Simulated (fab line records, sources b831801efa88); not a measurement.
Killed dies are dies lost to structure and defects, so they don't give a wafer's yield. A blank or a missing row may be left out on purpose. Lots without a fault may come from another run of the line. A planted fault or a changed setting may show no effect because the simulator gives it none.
fab line records | flow sky130 | part 2 of 2: steps 31 to 40 of 40
record lots=5 wafers=15 last_day=49
route steps=708 shown METAL4@602 CAP2M@603 VIA4@639
lots that met no fault: from a run of the same line without faults
start_h: hours from the record's first day to the start of the lot's first wafer shown | wait_h: hours since the lot's step before | " the same as in the row above | L1.1+2: a row that stands for several wafers | - no value, or no start given | * or withheld: withheld | < > ~ a bound
route shown NAME@n: a module of which the file shows steps, and the number in the route of the first | usual: mean/standard deviation of fault-free wafers | same: alike in all rows | chamber/n: place in a boat | sites: the reading at each site | _std_site: their standard deviation | _edge_site: outer sites' mean less inner sites' | radius_mm: how far each site lies from the wafer's centre | mask NAME#n: copy n | behind: the tool/chamber that last shaped the wafer | hold: why the lot was held/for how many hours/how that ended | device: the transistor (n, p or np) that didn't switch | end of line: the same wafers' tests at the end of the route | a step without rows: its recipe alone | killed: dies lost to structure and defects at the first sort, not the wafer's yield | map: a wafer's dies, x killed, . not, _ none there
set.NAME: the setting as run; set.NAME@STEP: as run at that earlier step | model.NAME: the simulator's own value behind a step, which no gauge read
lots at some steps of the route; a table a step, a row a wafer
services: from which hour (start_h, from the record's first day; less than 0 if before it) a tool's chamber was out of use, for how many hours, and why
## steps
# step SKY_METAL4_ETCH_16
# recipe chemistry=N2/H2 target=BARC ion_energy_ev=200 bias_w=100 pressure_mtorr=30 n2_flow_sccm=100 h2_flow_sccm=200 icp_w=500 stop_on=SiO2 time_s=88.2 target_depth_a=600
# usual drypump_motor_current_A=5.9/0.46 oes_product_au=0.626/0.0046 throttle_valve_pct=13.205/0.0084
# columns lot.wafer tool chamber start_h wait_h drypump_motor_current_A oes_product_au rf_hours_counter_h throttle_valve_pct
L078.3 rie_metal-03 1 1004.53 0.0 5.6 0.624 - 13.208
L078.4 " 0 " " 5.4 0.627 - 13.204
L078.6 " 1 " " 5.6 0.632 - 13.209
L079.4 rie_metal-02 1 1009.78 0.0 6.0 0.630 - 13.217
L079.5 " 0 " " 6.6 0.636 - 13.210
L079.6 " 1 " " 6.0 0.623 - 13.205
L086.1 rie_metal-03 0 1066.81 0.0 5.4 0.631 23 13.212
L086.4 " 0 " " 5.4 0.625 - 13.202
L086.5 " 0 " " 5.4 0.634 - 13.192
L091.3 rie_metal-02 0 1086.23 0.0 6.6 0.629 - 13.215
L091.4 " 1 " " 6.0 0.622 - 13.194
L091.6 " 1 " " 6.0 0.619 - 13.198
L095.1 rie_metal-01 1 1108.90 0.0 6.0 0.629 11 13.201
L095.3 " 1 " " 6.0 0.626 - 13.197
L095.6 " 1 " " 6.0 0.626 - 13.185
# step SKY_METAL4_ETCH_17
# recipe target=SiO2 stop_on=TiN chemistry=C4F8/O2/Ar source_w=1500 bias_w=1200 pressure_mtorr=40 c4f8_flow_sccm=withheld O2_flow_sccm=6 Ar_flow_sccm=300 time_s=3.9 target_depth_a=150
# usual oes_product_au=0.753/0.0067
# columns lot.wafer tool chamber start_h wait_h oes_product_au rf_hours_counter_h
L078.3 rie_diel-03 2 1004.59 0.0 0.756 16
L078.4 " 3 " " 0.763 25
L078.6 " 3 " " 0.762 -
L079.4 rie_diel-02 1 1009.84 0.0 0.752 20
L079.5 " 1 " " 0.761 -
L079.6 " 2 " " 0.753 -
L086.1 rie_diel-04 2 1066.91 0.1 0.758 12
L086.4 " 0 " " 0.761 8
L086.5 " 1 " " 0.762 -
L091.3 rie_diel-04 1 1086.30 0.0 0.750 16
L091.4 " 3 " " 0.749 5
L091.6 " 0 " " 0.760 -
L095.1 rie_diel-04 2 1109.00 0.1 0.744 14
L095.3 " 3 " " 0.750 6
L095.6 " 1 " " 0.741 -
# step SKY_METAL4_METAL_ETCH_18
# recipe target_depth_a=8450 stop_on=SiO2 over_etch_frac=0.3 time_s=183.1 chemistry=Cl2/BCl3 resist_sidewall_deg=88 pressure_mtorr=10 icp_w=900 bias_w=48.5 Cl2_flow_sccm=60 bcl3_flow_sccm=30
# usual drypump_motor_current_A=5.8/0.43 oes_product_au=0.864/0.0064 throttle_valve_pct=22.265/0.0096
# columns lot.wafer tool chamber start_h wait_h drypump_motor_current_A oes_product_au rf_hours_counter_h throttle_valve_pct
L078.3 rie_metal-02 0 1004.67 0.1 6.5 0.863 - 22.262
L078.4 " 1 " " 6.0 0.868 - 22.257
L078.6 " 0 " " 6.6 0.881 - 22.269
L079.4 rie_metal-03 1 1009.92 0.1 5.6 0.864 - 22.266
L079.5 " 1 " " 5.6 0.859 - 22.267
L079.6 " 0 " " 5.4 0.870 - 22.265
L086.1 rie_metal-02 1 1066.93 0.0 6.0 0.865 13 22.252
L086.4 " 0 " " 6.5 0.876 - 22.259
L086.5 " 0 " " 6.6 0.866 - 22.279
L091.3 rie_metal-03 0 1086.37 0.1 5.4 0.857 - 22.263
L091.4 " 1 " " 5.6 0.861 - 22.257
L091.6 " 1 " " 5.5 0.870 - 22.262
L095.1 rie_metal-02 1 1109.01 0.0 6.0 0.864 16 22.260
L095.3 " 0 " " 6.5 0.859 - 22.263
L095.6 " 1 " " 6.0 0.862 - 22.252
# step SKY_METAL4_STRIP_19
# recipe chemistry=O2/N2 power_w=1400 pressure_mtorr=1500 platen_temp_c=withheld o2_flow_sccm=3000 n2_flow_sccm=300 overash_fraction=0.5
# usual drypump_motor_current_A=5.5/0.34 o2_flow_sccm=2999/9.5 oes_product_au=0.498/0.0066 strip_time_to_endpoint_s=6.43/0.1
# columns lot.wafer tool chamber start_h wait_h drypump_motor_current_A o2_flow_sccm oes_product_au rf_hours_counter_h strip_time_to_endpoint_s
L078.3 plasma_asher-03 0 1004.82 0.1 6.1 3005 0.497 - 6.46
L078.4 " 1 " " 5.5 2991 0.496 - 6.37
L078.6 " 0 " " 6.1 2999 0.502 - 6.46
L079.4 plasma_asher-02 1 1010.07 0.1 5.7 2977 0.496 - 6.37
L079.5 " 1 " " 5.7 2979 0.495 - 6.35
L079.6 " 0 " " 5.4 3004 0.499 - 6.37
L086.1 plasma_asher-02 0 1067.11 0.1 5.4 2988 0.502 64 6.43
L086.4 " 1 " " 5.7 2987 0.510 - 6.61
L086.5 " 1 " " 5.7 2993 0.508 - 6.60
L091.3 plasma_asher-02 0 1086.53 0.1 5.5 2996 0.504 - 6.52
L091.4 " 1 " " 5.7 3000 0.498 - 6.38
L091.6 " 1 " " 5.7 2992 0.488 - 6.34
L095.1 plasma_asher-02 1 1109.19 0.1 5.7 3001 0.503 68 6.38
L095.3 " 0 " " 5.5 3002 0.502 - 6.59
L095.6 " 0 " " 5.5 2996 0.502 - 6.39
# step SKY_METAL4_STRIP_20
# recipe chemistry=post_etch_residue_remover time_s=1200 temp_c=72.5
# columns lot.wafer tool chamber start_h wait_h
L078.3+4+6 wet_bench-03 0 1004.89 0.0
L079.4+5+6 wet_bench-01 0 1010.14 0.0
L086.1+4+5 wet_bench-02 2 1067.21 0.1
L091.3+4+6 wet_bench-03 3 1086.59 0.0
L095.1+3+6 wet_bench-01 2 1109.29 0.1
# step SKY_METAL4_CLEAN_21
# recipe chemistry=IPA time_s=180 temp_c=25
# columns lot.wafer tool chamber start_h wait_h
L078.3+4+6 wet_bench-03 0 1005.57 0.0
L079.4+5+6 wet_bench-03 0 1010.48 0.0
L086.1+4+5 wet_bench-03 0 1067.55 0.0
L091.3+4+6 wet_bench-01 1 1086.93 0.0
L095.1+3+6 wet_bench-03 3 1109.75 0.1
# step SKY_METAL4_CLEAN_22
# recipe chemistry=O3/DIW dry=n2_spin
# columns lot.wafer tool chamber start_h wait_h
L078.3+4+6 wet_bench-01 2 1005.69 0.0
L079.4+5+6 wet_bench-01 0 1010.54 0.0
L086.1+4+5 wet_bench-01 3 1067.61 0.0
L091.3+4+6 wet_bench-02 3 1086.99 0.0
L095.1+3+6 wet_bench-03 0 1109.80 0.0
# step SKY_VIA4_HDPCVD_00
# recipe material=SiO2 target_thk_nm=1750 sigma_open_frac=0.3 time_s=291.7 temp_c=400 sih4_flow_sccm=60 pressure_mtorr=6
# columns lot.wafer tool chamber start_h wait_h
L078.3+4+6 hdpcvd-01 2,2,0 1005.79 0.0
L079.4+5+6 hdpcvd-02 0,2,1 1010.72 0.1
L086.1+4+5 hdpcvd-02 2,0,1 1067.70 0.0
L091.3+4+6 hdpcvd-01 0,0,2 1087.09 0.0
L095.1+3+6 hdpcvd-01 2,0,1 1109.90 0.0
# step SKY_VIA4_THK_MEAS_01
# recipe reads=SiO2_of_VIA4_HDPCVD_00
# usual VIA4_HDPCVD_THK=1736/19
# columns lot.wafer tool chamber start_h wait_h VIA4_HDPCVD_THK[nm]
L078.3 film_metro-04 - 1005.99 0.1 1747
L078.4 " - " " 1739
L078.6 " - " " 1736
L079.4 film_metro-01 - 1010.84 0.0 1737
L079.5 " - " " 1744
L079.6 " - " " 1743
L086.1 film_metro-04 - 1067.88 0.1 1717
L086.4 " - " " 1717
L086.5 " - " " 1758
L091.3 film_metro-01 - 1087.30 0.1 1731
L091.4 " - " " 1743
L091.6 " - " " 1764
L095.1 film_metro-01 - 1110.07 0.1 1748
L095.3 " - " " 1748
L095.6 " - " " 1722
# step SKY_VIA4_CMP_02
# recipe material=SiO2 down_force_psi=4 platen_rpm=60 pad_velocity_m_s=0.94248
# usual motor_current_A=12.0/1.6
# columns lot.wafer tool chamber start_h wait_h motor_current_A
L078.3 cmp-01 1 1006.08 0.1 9.9
L078.4 " 2 " " 12.8
L078.6 " 1 " " 10.4
L079.4 cmp-01 1 1010.92 0.1 9.3
L079.6 " 0 " " 12.2
L079.5 " 1 " " 9.7
L086.4 cmp-02 1 1067.94 0.0 15.3
L086.1 " 2 " " 11.0
L086.5 " 1 " " 14.2
L091.4 cmp-01 1 1087.34 0.0 9.8
L091.3 " 3 " " 11.4
L091.6 " 2 " " 12.6
L095.1 cmp-01 1 1110.13 0.1 10.4
L095.3 " 3 " " 11.2
L095.6 " 1 " " 9.8
## services
# columns tool chamber start_h hours kind
iline_stepper-01 - 933.59 1.7 pm
hdpcvd-01 - 950.25 15.0 pm
rie_metal-04 0 957.42 42.1 repair
krf_scanner-02 - 957.58 1.3 pm
krf_scanner-02 - 958.88 1.0 pm
cmp-01 - 962.90 0.2 repair
wet_bench-03 - 977.72 1.7 repair
krf_scanner-02 - 979.07 4.9 repair
cmp-01 - 985.25 2.0 repair
rie_metal-04 1 989.51 25.2 repair
cmp-01 - 1000.42 2.7 repair
wet_bench-04 - 1008.75 1.9 pm
rie_diel-04 2 1028.10 7.5 repair
krf_scanner-02 - 1032.54 0.8 pm
rie_metal-04 0 1035.71 12.6 repair
rie_diel-04 2 1035.77 4.9 repair
plasma_asher-01 - 1041.87 2.8 pm
hdpcvd-01 0 1046.76 4.0 repair
rie_diel-04 3 1048.69 10.1 repair
cmp-01 - 1064.12 0.5 repair
rie_metal-03 - 1067.65 0.3 repair
cmp-01 - 1077.42 0.2 repair
rie_diel-04 1 1092.31 4.4 repair
krf_scanner-02 - 1103.37 1.1 repair
